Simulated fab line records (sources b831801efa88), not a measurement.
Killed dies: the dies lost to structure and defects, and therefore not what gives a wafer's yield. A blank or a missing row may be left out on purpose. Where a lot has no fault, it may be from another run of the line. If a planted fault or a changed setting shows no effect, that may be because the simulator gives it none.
One fault seen from 2 desks | flow sky130 | what lay behind the numbers comes last; until then each desk has only its own

## FROM THE METROLOGY DESK
Lot by lot, what the gauges showed, no matter which tool ran the lot: averages of those sampled wafers that carry a number. The brackets show how far a lot's mean lies from the usual mean; more than 4 standard deviations puts the lot out of limits, marked OUT.
Columns: A = LOCAL_INTERCONNECT_TIN_RS at SKY_LOCAL_INTERCONNECT_RS_MEAS_01, usual 14.19 ohm/sq; B = LOCAL_INTERCONNECT_TIN_THK at SKY_LOCAL_INTERCONNECT_THK_MEAS_02, usual 97.6 nm
lot  | first seen here | A               | B
L646 | day 29 14:51    | 14.18           | 98.9
L647 | day 30 01:38    | 14.11           | 97.9
L650 | day 30 13:05    | 14.34           | 96.3
L649 | day 30 16:59    | 14.09           | 98.0
L653 | day 31 20:23    | 14.11           | 98.3
L658 | day 33 11:56    | 17.91 (+27) OUT | 78.2 (-22) OUT
L660 | day 34 03:23    | 17.92 (+27) OUT | 78.3 (-21) OUT
L665 | day 35 17:32    | 14.26           | 96.7
L666 | day 36 02:24    | 14.17           | 97.9
L668 | day 36 08:40    | 14.25           | 97.1
Per this desk, out of limits: L658, L660; the first was L658, day 33 11:56 (LOCAL_INTERCONNECT_TIN_RS at SKY_LOCAL_INTERCONNECT_RS_MEAS_01). Within limits: L646, L647, L650, L649, L653, L665, L666, L668.

## AT THE TOOL OWNER'S DESK: pvdSputter-01
At SKY_LOCAL_INTERCONNECT_SPUTTER_00 (material TiN, target thk 100 nm, time 83.3 s) the tool's own readings: per lot run on this tool, the mean of the sampled wafers that have a number. The brackets show how far a lot's mean lies from the usual mean; more than 4 standard deviations puts the lot out of limits, marked OUT.
Columns: A = throttleValvePct at SKY_LOCAL_INTERCONNECT_SPUTTER_00, usual 29.5 %
lot  | first seen here | A
L650 | day 30 13:00    | 29.7
L653 | day 31 20:18    | 29.8
L658 | day 33 11:52    | 30.0
L660 | day 34 03:18    | 28.8
This desk found nothing out of limits on any of the 4 lots.

## TAKEN TOGETHER
L658, L660 would have let the metrology desk raise an alarm at day 33 11:56.
The desk of the tool owner found nothing out of limits.
Tool owner's desk: L658, L660 on record, inside its limits.
Every lot named ran SKY_LOCAL_INTERCONNECT_SPUTTER_00 on pvdSputter-01.

## WHAT WAS PUT IN BY THE SIMULATOR
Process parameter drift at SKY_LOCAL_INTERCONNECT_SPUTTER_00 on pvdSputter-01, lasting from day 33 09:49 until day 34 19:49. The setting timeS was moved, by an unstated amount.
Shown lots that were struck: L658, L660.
Per desk, hours elapsed from the start of the fault to the first reading out of limits: for the metrology desk, 2.
